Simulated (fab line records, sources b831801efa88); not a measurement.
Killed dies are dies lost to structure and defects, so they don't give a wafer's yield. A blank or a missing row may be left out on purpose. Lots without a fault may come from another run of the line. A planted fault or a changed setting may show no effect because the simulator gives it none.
fab line records | flow sky130
record lots=13 wafers=39 last_day=50
route steps=708 shown VT_ADJUST_LVTN@118 POLY_GATE@235 LDD_N@241 LDD_P@265
lots that met no fault: from a run of the same line without faults
start_h: hours from the record's first day to the start of the lot's first wafer shown | wait_h: hours since the lot's step before | " the same as in the row above | L1.1+2: a row that stands for several wafers | - no value, or no start given | * or withheld: withheld | < > ~ a bound
route shown NAME@n: a module of which the file shows steps, and the number in the route of the first | usual: mean/standard deviation of fault-free wafers | same: alike in all rows | chamber/n: place in a boat | sites: the reading at each site | _std_site: their standard deviation | _edge_site: outer sites' mean less inner sites' | radius_mm: how far each site lies from the wafer's centre | mask NAME#n: copy n | behind: the tool/chamber that last shaped the wafer | hold: why the lot was held/for how many hours/how that ended | device: the transistor (n, p or np) that didn't switch | end of line: the same wafers' tests at the end of the route | a step without rows: its recipe alone | killed: dies lost to structure and defects at the first sort, not the wafer's yield | map: a wafer's dies, x killed, . not, _ none there
set.NAME: the setting as run; set.NAME@STEP: as run at that earlier step | model.NAME: the simulator's own value behind a step, which no gauge read
steps of the route over a sample of lots; a table a step, a row a wafer
services: from which hour (start_h, from the record's first day; less than 0 if before it) a tool's chamber was out of use, for how many hours, and why
## steps
# step SKY_VT_ADJUST_LVTN_TW_MEAS_21
# usual VT_ADJUST_LVTN_2_TW=188.0/1.8
# columns lot.wafer tool chamber start_h wait_h VT_ADJUST_LVTN_2_TW
L591.1 film_metro-02 - 163.49 0.1 189.7
L591.4 " - " " 188.8
L591.6 " - " " 190.4
L592.2 film_metro-03 - 170.83 0.1 189.6
L592.4 " - " " 187.8
L592.5 " - " " 188.8
L595.1 film_metro-01 - 205.95 0.1 185.6
L595.2 " - " " 185.0
L595.3 " - " " 185.3
L596.2 film_metro-03 - 211.18 0.1 190.2
L596.4 " - " " 189.3
L596.6 " - " " 188.1
L597.2 film_metro-03 - 211.83 0.1 189.3
L597.3 " - " " 188.7
L597.6 " - " " 190.2
L601.1 film_metro-01 - 238.04 0.1 186.4
L601.2 " - " " 186.7
L601.5 " - " " 186.5
L604.1 film_metro-02 - 255.18 0.1 189.4
L604.2 " - " " 189.2
L604.4 " - " " 189.5
L605.2 film_metro-03 - 258.36 0.1 188.4
L605.3 " - " " 188.8
L605.6 " - " " 187.7
L607.1 film_metro-02 - 271.19 0.1 189.4
L607.2 " - " " 189.0
L607.6 " - " " 189.3
L610.2 film_metro-01 - 289.85 0.1 186.3
L610.5 " - " " 186.9
L610.6 " - " " 186.1
L611.1 film_metro-01 - 301.42 0.1 185.9
L611.2 " - " " 187.3
L611.4 " - " " 186.2
L612.2 film_metro-01 - 311.51 0.1 187.0
L612.3 " - " " 186.7
L612.4 " - " " 187.1
L613.2 film_metro-02 - 317.51 0.1 190.3
L613.4 " - " " 190.4
L613.6 " - " " 189.6
# step SKY_POLY_GATE_THK_MEAS_21
# recipe reads=SiO2_of_POLY_GATE_OXIDATION_20
# usual POLY_GATE_OXIDATION_THK=3.98/0.096
# columns lot.wafer tool chamber start_h wait_h POLY_GATE_OXIDATION_THK[nm]
L592.2 film_metro-03 - 402.74 0.0 3.97
L592.4 " - " " 3.95
L592.5 " - " " 3.97
L591.1 film_metro-03 - 405.25 0.0 3.89
L591.4 " - " " 4.11
L591.6 " - " " 3.95
L595.1 film_metro-04 - 423.16 0.0 3.80
L595.2 " - " " 3.86
L595.3 " - " " 3.87
L596.2 film_metro-01 - 434.79 0.0 3.93
L596.4 " - " " 4.00
L596.6 " - " " 3.94
L597.2 film_metro-01 - 439.47 0.0 4.05
L597.3 " - " " 4.00
L597.6 " - " " 3.99
L601.1 film_metro-03 - 473.13 0.0 3.89
L601.2 " - " " 3.98
L601.5 " - " " 4.00
L604.1 film_metro-04 - 490.89 0.0 3.93
L604.2 " - " " 3.84
L604.4 " - " " 3.86
L605.2 film_metro-03 - 497.12 0.0 4.02
L605.3 " - " " 4.10
L605.6 " - " " 4.00
L607.1 film_metro-01 - 509.53 0.0 4.07
L607.2 " - " " 4.04
L607.6 " - " " 3.91
L610.2 film_metro-03 - 538.92 0.0 3.79
L610.5 " - " " 3.85
L610.6 " - " " 3.89
L611.1 film_metro-01 - 550.76 0.0 4.14
L611.2 " - " " 4.22
L611.4 " - " " 4.11
L612.2 film_metro-04 - 564.26 0.0 4.15
L612.3 " - " " 4.21
L612.4 " - " " 4.09
L613.2 film_metro-04 - 569.34 0.0 4.17
L613.4 " - " " 4.08
L613.6 " - " " 4.11
# step SKY_LDD_N_EXPOSE_04
# recipe mask_id=NTM target_cd_nm=840 na=0.6 source_shape=conventional sigma_outer=0.6 dose_mj=110
# usual focus_offset_nm=0.1/0.58
# columns lot.wafer tool chamber start_h wait_h mask focus_offset_nm
L592.2 iline_stepper-02 0 417.81 - NTM#0 -0.3
L592.4 " 0 " " NTM#0 -0.1
L592.5 " 0 " " NTM#0 -0.9
L591.1 iline_stepper-02 0 420.83 - NTM#0 1.1
L591.4 " 0 " " NTM#0 0.3
L591.6 " 0 " " NTM#0 0.6
L595.1 iline_stepper-01 0 438.41 - NTM#0 -0.4
L595.2 " 0 " " NTM#0 0.3
L595.3 " 0 " " NTM#0 0.4
L596.2 iline_stepper-01 0 450.60 - NTM_R1#0 -0.4
L596.4 " 0 " " NTM_R1#0 -0.2
L596.6 " 0 " " NTM_R1#0 -0.6
L597.2 iline_stepper-01 0 455.91 - NTM#0 0.2
L597.3 " 0 " " NTM#0 -0.3
L597.6 " 0 " " NTM#0 -0.7
L601.1 iline_stepper-01 0 489.74 - NTM#0 0.0
L601.2 " 0 " " NTM#0 -0.7
L601.5 " 0 " " NTM#0 -0.7
L604.1 iline_stepper-01 0 505.77 - NTM#0 -0.3
L604.2 " 0 " " NTM#0 0.9
L604.4 " 0 " " NTM#0 -0.4
L605.2 iline_stepper-02 0 512.93 - NTM#0 0.1
L605.3 " 0 " " NTM#0 0.0
L605.6 " 0 " " NTM#0 0.7
L607.1 iline_stepper-01 0 525.72 - NTM#0 0.7
L607.2 " 0 " " NTM#0 0.8
L607.6 " 0 " " NTM#0 0.4
L610.2 iline_stepper-01 0 555.01 - NTM#0 0.0
L610.5 " 0 " " NTM#0 0.4
L610.6 " 0 " " NTM#0 0.0
L611.1 iline_stepper-02 0 565.07 - NTM#0 -0.4
L611.2 " 0 " " NTM#0 -0.4
L611.4 " 0 " " NTM#0 0.0
L612.2 iline_stepper-02 0 579.25 - NTM#0 1.0
L612.3 " 0 " " NTM#0 0.6
L612.4 " 0 " " NTM#0 1.0
L613.2 iline_stepper-01 0 584.94 - NTM#0 0.4
L613.4 " 0 " " NTM#0 -0.1
L613.6 " 0 " " NTM#0 -0.6
# step SKY_LDD_P_STRIP_10
# recipe chemistry=O2/N2 power_w=1400 pressure_mtorr=1500 platen_temp_c=withheld o2_flow_sccm=3000 n2_flow_sccm=300 overash_fraction=0.5
# usual chamber_pressure_mTorr=1500.3/1.3 drypump_motor_current_A=5.49/0.23 oes_product_au=0.716/0.0047 strip_time_to_endpoint_s=14.17/0.045
# columns lot.wafer tool chamber start_h wait_h chamber_pressure_mTorr drypump_motor_current_A oes_product_au rf_hours_counter_h strip_time_to_endpoint_s
L592.2 plasma_asher-03 1 465.50 0.2 1500.9 5.66 0.712 3 14.16
L592.4 " 0 " " 1498.3 5.62 0.715 - 14.13
L592.5 " 0 " " 1500.2 5.57 0.718 - 14.19
L591.1 plasma_asher-02 1 468.04 0.1 1498.9 5.09 0.717 63 14.11
L591.4 " 0 " " 1499.2 5.68 0.718 - 14.11
L591.6 " 0 " " 1503.3 5.68 0.717 - 14.10
L595.1 plasma_asher-03 0 485.89 0.1 1500.0 5.59 0.719 5 14.25
L595.2 " 1 " " 1499.9 5.64 0.712 5 14.21
L595.3 " 0 " " 1501.5 5.61 0.709 - 14.23
L596.2 plasma_asher-01 0 497.90 0.1 1498.3 5.22 0.712 82 14.21
L596.4 " 0 " " 1499.3 5.24 0.707 - 14.14
L596.6 " 1 " " 1499.1 5.73 0.725 - 14.20
L597.2 plasma_asher-01 1 503.11 0.1 1498.9 5.68 0.715 83 14.19
L597.3 " 0 " " 1501.0 5.25 0.717 - 14.23
L597.6 " 1 " " 1501.8 5.67 0.721 - 14.21
L601.1 plasma_asher-03 0 536.30 0.1 1500.2 5.60 0.712 10 14.10
L601.2 " 1 " " 1500.4 5.65 0.718 10 14.10
L601.5 " 1 " " 1498.7 5.65 0.712 - 14.09
L604.1 plasma_asher-02 1 553.06 0.1 1500.2 5.06 0.723 71 14.18
L604.2 " 0 " " 1500.5 5.68 0.716 71 14.16
L604.4 " 1 " " 1499.7 5.09 0.717 - 14.16
L605.2 plasma_asher-02 0 560.26 0.1 1502.2 5.68 0.723 71 14.17
L605.3 " 1 " " 1499.1 5.09 0.717 - 14.11
L605.6 " 1 " " 1500.4 5.11 0.715 - 14.14
L607.1 plasma_asher-01 0 570.09 0.1 1500.5 5.25 0.721 90 14.16
L607.2 " 1 " " 1497.9 5.67 0.716 90 14.15
L607.6 " 1 " " 1503.0 5.67 0.711 - 14.14
L610.2 plasma_asher-01 0 598.95 0.1 1499.1 5.24 0.718 93 14.20
L610.5 " 0 " " 1501.8 5.25 0.714 - 14.23
L610.6 " 1 " " 1499.0 5.71 0.712 - 14.22
L611.1 plasma_asher-03 0 610.59 0.1 1499.1 5.61 0.714 17 14.16
L611.2 " 1 " " 1501.3 5.66 0.709 17 14.11
L611.4 " 0 " " 1502.7 5.58 0.714 - 14.18
L612.2 plasma_asher-02 0 625.06 0.1 1499.4 5.69 0.714 78 14.09
L612.3 " 1 " " 1500.6 5.09 0.710 - 14.12
L612.4 " 0 " " 1498.6 5.66 0.721 - 14.10
L613.2 plasma_asher-02 1 629.05 0.1 1498.4 5.12 0.719 79 14.21
L613.4 " 1 " " 1499.6 5.07 0.718 - 14.20
L613.6 " 1 " " 1500.2 5.11 0.717 - 14.19
## services
# columns tool chamber start_h hours kind
plasma_asher-03 - 421.25 9.0 pm
plasma_asher-03 0 421.25 9.0 vent_cycle
plasma_asher-03 1 421.25 9.0 vent_cycle
plasma_asher-03 0 430.25 - clean
plasma_asher-03 1 430.25 - clean
plasma_asher-03 - 435.41 3.7 repair
plasma_asher-01 - 455.98 4.2 repair
plasma_asher-03 - 461.89 2.8 pm
plasma_asher-02 - 464.49 2.4 repair
plasma_asher-01 - 464.81 1.4 repair
plasma_asher-01 - 500.85 1.5 repair
iline_stepper-01 - 511.83 1.7 pm
iline_stepper-02 - 515.67 - calibration
iline_stepper-02 - 524.49 1.7 pm
iline_stepper-02 0 535.73 - calibration
plasma_asher-02 - 563.22 1.2 repair
iline_stepper-01 0 587.12 - calibration
iline_stepper-01 - 589.60 6.2 repair
iline_stepper-01 - 594.97 19.2 repair
plasma_asher-02 - 602.79 1.9 repair
## key
first_sign step=SKY_LDD_N_EXPOSE_04 reading=mask direction=changed
effect none on later readings
met_at SKY_LDD_N_EXPOSE_04
struck_lots L596
sort_left_out L596.2,L596.4,L596.6
tester_left_out L596
not_acting_at SKY_VT_ADJUST_LVTN_TW_MEAS_21,SKY_POLY_GATE_THK_MEAS_21,SKY_LDD_P_STRIP_10
onset_between 438.41 450.60
fault kind=wrong_mask tool=any chamber=- onset_h=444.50 steps=SKY_LDD_N_EXPOSE_04 aux_copy=NTM_R1#0 cd_offset_nm=-168 scope=struck_lots_only
# tester_left_out: of these lots the tester's yield and bins aren't shown, on N5 and GAA mostly nor the transistor test; their killed dies are dies lost to structure and defects alone, not to doping, threshold or leakage, so they don't give the yield
# sort_left_out: the simulated sort isn't trusted on such a fault, so these wafers' sort isn't shown, and their yield isn't known
